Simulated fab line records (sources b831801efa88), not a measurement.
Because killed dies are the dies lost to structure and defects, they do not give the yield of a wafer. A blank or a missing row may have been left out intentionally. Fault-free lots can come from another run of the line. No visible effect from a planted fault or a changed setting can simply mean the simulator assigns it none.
A single fault, viewed from 2 desks	flow gf180mcu	what lay behind the numbers comes last; until then each desk has only its own

TOOL OWNER'S DESK, iline stepper-02
The tool's own readings at GF_SAB_EXPOSE_06 (exposes mask SAB, target cd 420 nm): means of the sampled wafers that have a number, for each lot that ran on this tool. A lot is out of limits, marked OUT, if its mean lies more than 4 standard deviations from the usual mean; the brackets give that distance.
Columns: A = exposure dose mJ cm2 at GF_SAB_EXPOSE_06, usual 140.02
lot	first seen here	A
L702	day 15 09:55	139.86
L704	day 16 10:05	140.15
L705	day 17 03:05	140.01
L708	day 17 17:13	139.98
L709	day 18 01:45	139.88
L711	day 18 22:22	139.88
L714	day 19 18:50	140.04
L721	day 22 01:25	140.18
L722	day 22 15:10	140.01
L724	day 23 01:20	139.85
Finding of this desk: none of the 10 lots has anything out of limits.

AT THE METROLOGY DESK
What the gauges read, lot by lot, whatever tool the lot ran on: means of the sampled wafers that have a number. A lot is out of limits, marked OUT, if its mean lies more than 4 standard deviations from the usual mean; the brackets give that distance.
Columns: A = HV_LDD_CVD_56_THK at GF_HV_LDD_THK_MEAS_57, usual 89.5 nm; B = cd nm at GF_NSD_CD_MEAS_07, usual 400.1 nm; C = cd nm at GF_SAB_CD_MEAS_09, usual 420.8 nm
lot	first seen here	A	B	C
L701	day 12 22:06	89.0	399.7	418.0
L702	day 13 03:09	89.5	402.7	421.8
L703	day 13 20:35	89.7	395.6	420.0
L704	day 14 01:25	90.5	399.2	420.8
L706	day 14 13:55	90.1	401.6	421.8
L705	day 14 14:42	89.6	400.5	422.0
L708	day 15 06:04	88.7	404.3	420.9
L709	day 15 14:58	89.9	397.1	392.8 (-13) OUT
L711	day 16 11:07	89.9	402.0	406.7 (-6.7) OUT
L714	day 17 05:10	89.3	401.6	387.8 (-16) OUT
L720	day 19 05:09	89.6	400.4	421.7
L721	day 19 12:08	90.2	401.0	423.9
L722	day 20 01:52	90.9	398.0	418.4
L723	day 20 07:42	89.9	401.8	419.3
L724	day 20 12:34	90.7	396.7	420.3
This desk's finding: out of limits on L709, L711, L714; first on L709, day 18 13:34 (cd nm at GF_SAB_CD_MEAS_09). L701, L702, L703, L704, L706, L705, L708, L720, L721, L722, L723, L724 stayed within limits.

PUT TOGETHER
An alarm was possible from the metrology desk at day 18 13:34, on L709, L711, L714.
Nothing out of limits was seen by the tool owner's desk.
The tool owner's desk has L709, L711, L714 on record, within its limits.
All the named lots went through GF_SAB_EXPOSE_06 on iline stepper-02.

WHAT THE SIMULATOR HAD INSERTED
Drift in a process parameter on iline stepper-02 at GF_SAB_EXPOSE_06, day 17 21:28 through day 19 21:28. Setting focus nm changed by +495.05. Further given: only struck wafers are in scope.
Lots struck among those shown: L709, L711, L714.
Per desk, hours elapsed from the start of the fault to the first reading out of limits: for the metrology desk, 16.
